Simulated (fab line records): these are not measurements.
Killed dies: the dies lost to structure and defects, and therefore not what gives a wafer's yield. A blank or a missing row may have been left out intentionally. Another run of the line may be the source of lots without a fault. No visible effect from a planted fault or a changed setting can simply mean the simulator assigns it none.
Comparing a struck lot with a sound one || flow sky130 || 34 out of 708 route steps
Sound: wafers L884.2, L884.4, L884.6. Wafers struck: L874.3, L874.4, L874.5. The cause comes at the end.
At each step with rows: each side's tool, then ch and its chambers, then its first start. Under that, the readings that differ: sound wafers || struck wafers || difference of the means || sigmas: that difference in standard deviations of wafers without a fault.
alike: a reading whose means differ by less than 2 such deviations, as well as words and numbers matching on both sides. not compared: withheld readings; readings where some wafer has no value; bounds like >300 that might hide an equal value; numbers whose values overlap and for which the record gives no deviation.
The two part at a step that has a row with sigmas, a row that says differs or no value, or rows on one side only. When numbers do not overlap yet have no deviation, they are printed without sigmas and do not part them. A reading missing from all wafers of one side parts the sides only when that side holds two or more wafers.

first, 7 steps without rows for these wafers: SKY_SONOS_TUNNEL_DEVELOP_06 (develop time 60 s); SKY_SONOS_TUNNEL_IMPLANT_09; SKY_SONOS_TUNNEL_WET_ETCH_10 (etches SiO2 in dHF, target depth 14 nm, time 280 s); SKY_SONOS_TUNNEL_STRIP_11 (strips in SPM, time 600 s); SKY_SONOS_TUNNEL_CLEAN_13 (cleans in dHF, time 20 s); SKY_SONOS_ONO_OXIDATION_00 (stabilise 600 s, purge 300 s, target thk 2.6 nm); SKY_SONOS_ONO_CVD_02 (deposits Si3N4 from DCS/NH3, target thk 10.5 nm, time 180 s).
SKY_SONOS_ONO_CVD_04: deposits SiO2 from SiH4/N2O, target thk 5.7199 nm.
  sound on lpcvd-03 ch 0, day 16 07:17; struck on lpcvd-03 ch 0, day 13 04:48
{"reading": "model.SiO2_of_SONOS_ONO_CVD_04.thk nm (nm)", "sound": "5.46 5.549 5.507", "struck": "3.405 3.373 3.33", "difference": -2.136, "sigmas": ""}
  alike: spike tc bottom C
SKY_SONOS_ONO_THK_MEAS_05:
  sound on film metro-02 at day 16 08:34; struck on film metro-03 at day 13 06:04
{"reading": "SONOS_ONO_CVD_04_THK (nm)", "sound": "5.45 5.59 5.56", "struck": "3.37 3.34 3.33", "difference": -2.19, "sigmas": -17}
then, 23 steps without rows for these wafers: SKY_SONOS_ONO_DEHYDRATE_06 (time 60 s); SKY_SONOS_ONO_HMDS_07 (prime time 60 s); SKY_SONOS_ONO_COAT_08 (resist thk 1140 nm); SKY_SONOS_ONO_SOFTBAKE_09 (time 60 s); SKY_SONOS_ONO_EXPOSE_10 (exposes mask ONOM, target cd 410 nm); SKY_SONOS_ONO_PEB_11; SKY_SONOS_ONO_DEVELOP_12 (develop time 60 s); SKY_SONOS_ONO_ETCH_15 (etches the open film in CHF3/O2, target depth 19.52 nm, time 7.8 s); SKY_SONOS_ONO_WET_ETCH_16 (etches SiO2 in dHF, target depth 14 nm, time 280 s); SKY_SONOS_ONO_STRIP_17 (strips in O2/N2); SKY_SONOS_ONO_WET_ETCH_18 (etches Si3N4 in H3PO4, target depth 15 nm, time 172 s); SKY_GATE_OXIDE_CLEAN_00 (cleans in SC1/SC2, time 150 s); SKY_GATE_OXIDE_OXIDATION_01 (stabilise 600 s, purge 300 s, target thk 10.268 nm); SKY_GATE_OXIDE_DEHYDRATE_03 (time 60 s); SKY_GATE_OXIDE_HMDS_04 (prime time 60 s); SKY_GATE_OXIDE_COAT_05 (resist thk 1140 nm); SKY_GATE_OXIDE_SOFTBAKE_06 (time 60 s); SKY_GATE_OXIDE_EXPOSE_07 (exposes mask LVOM, target cd 600 nm); SKY_GATE_OXIDE_PEB_08; SKY_GATE_OXIDE_DEVELOP_09 (develop time 60 s); SKY_GATE_OXIDE_IMPLANT_11; SKY_GATE_OXIDE_WET_ETCH_12 (etches SiO2 in dHF, target depth 16.8 nm, time 336 s); SKY_GATE_OXIDE_STRIP_13 (strips in O2/N2).
-- here the record skips 13 days between the struck wafers' starts before and after, leaving off in module GATE_OXIDE and picking up in module POLY_CUT (first step shown: number 317 of the route) --
SKY_POLY_CUT_ETCH_10: etches BARC in N2/H2, stops on SiO2, time 46.85 s, target depth 60 nm.
  sound on rie diel-02 ch 0,2,3, day 29 06:05; struck on rie diel-02 ch 1,2,3, day 25 23:59
{"reading": "model.SiO2_of_SONOS_ONO_CVD_04.thk nm (nm)", "sound": "3.902 3.994 3.949", "struck": "1.847 1.812 1.772", "difference": -2.138, "sigmas": ""}
  alike: drypump motor current A, h2 flow sccm, oes product au, throttle valve pct
  not compared: rf hours counter h
-- here the record skips 21 days between the struck wafers' starts before and after, leaving off in module POLY_CUT and picking up in module PAD_OPEN (first step shown: number 708 of the route) --
SKY_PAD_OPEN_PROBE_99:
  sound on prober-02 at day 49 06:05; struck on prober-01 at day 47 00:36
{"reading": "model.etest.sonos uncharged.r on ohm um", "sound": "789.6 799.1 791.6", "struck": "720.9 746.1 725.9", "difference": -62.5, "sigmas": ""}
{"reading": "model.etest.sonos erased.drive ua um", "sound": "208.4 223.8 182.6", "struck": "168.1 139 110.9", "difference": -65.6, "sigmas": ""}
{"reading": "model.etest.cap ono.gate log10 a cm2", "sound": "-7.548 -7.626 -7.675", "struck": "-5.089 -5.012 -5.013", "difference": "+2.578", "sigmas": ""}
{"reading": "model.etest.cap ono.gate bv v (V)", "sound": "16.04 16.38 16.21", "struck": "14.05 13.72 14.07", "difference": -2.26, "sigmas": ""}
{"reading": "model.etest.cap ono.tox acc nm (nm)", "sound": "12.65 12.63 12.67", "struck": "10.7 10.64 10.64", "difference": -2.0, "sigmas": ""}
{"reading": "model.etest.sonos erased.vt v (V)", "sound": "-2.373 -2.409 -2.324", "struck": "-1.735 -1.509 -1.224", "difference": "+0.879", "sigmas": ""}
{"reading": "model.etest.sonos programmed.vt v (V)", "sound": "1.622 1.558 1.588", "struck": "1.819 1.826 1.8", "difference": "+0.226", "sigmas": ""}
{"reading": "model.etest.sonos baked.vt v (V)", "sound": "1.076 1.014 1.073", "struck": "1.253 1.209 1.198", "difference": "+0.166", "sigmas": ""}
  alike: killed_at_M0_to_M3, killed_at_M4_up, killed at contacts, killed at front end, killed at other, killed dies, killed open, killed short

== WHERE THEY PART ==
Only at SKY_SONOS_ONO_THK_MEAS_05, as far as this record shows. Later steps at which nothing parts them and some readings are alike: SKY_POLY_CUT_ETCH_10, SKY_PAD_OPEN_PROBE_99.

WHY: what the simulator had put in
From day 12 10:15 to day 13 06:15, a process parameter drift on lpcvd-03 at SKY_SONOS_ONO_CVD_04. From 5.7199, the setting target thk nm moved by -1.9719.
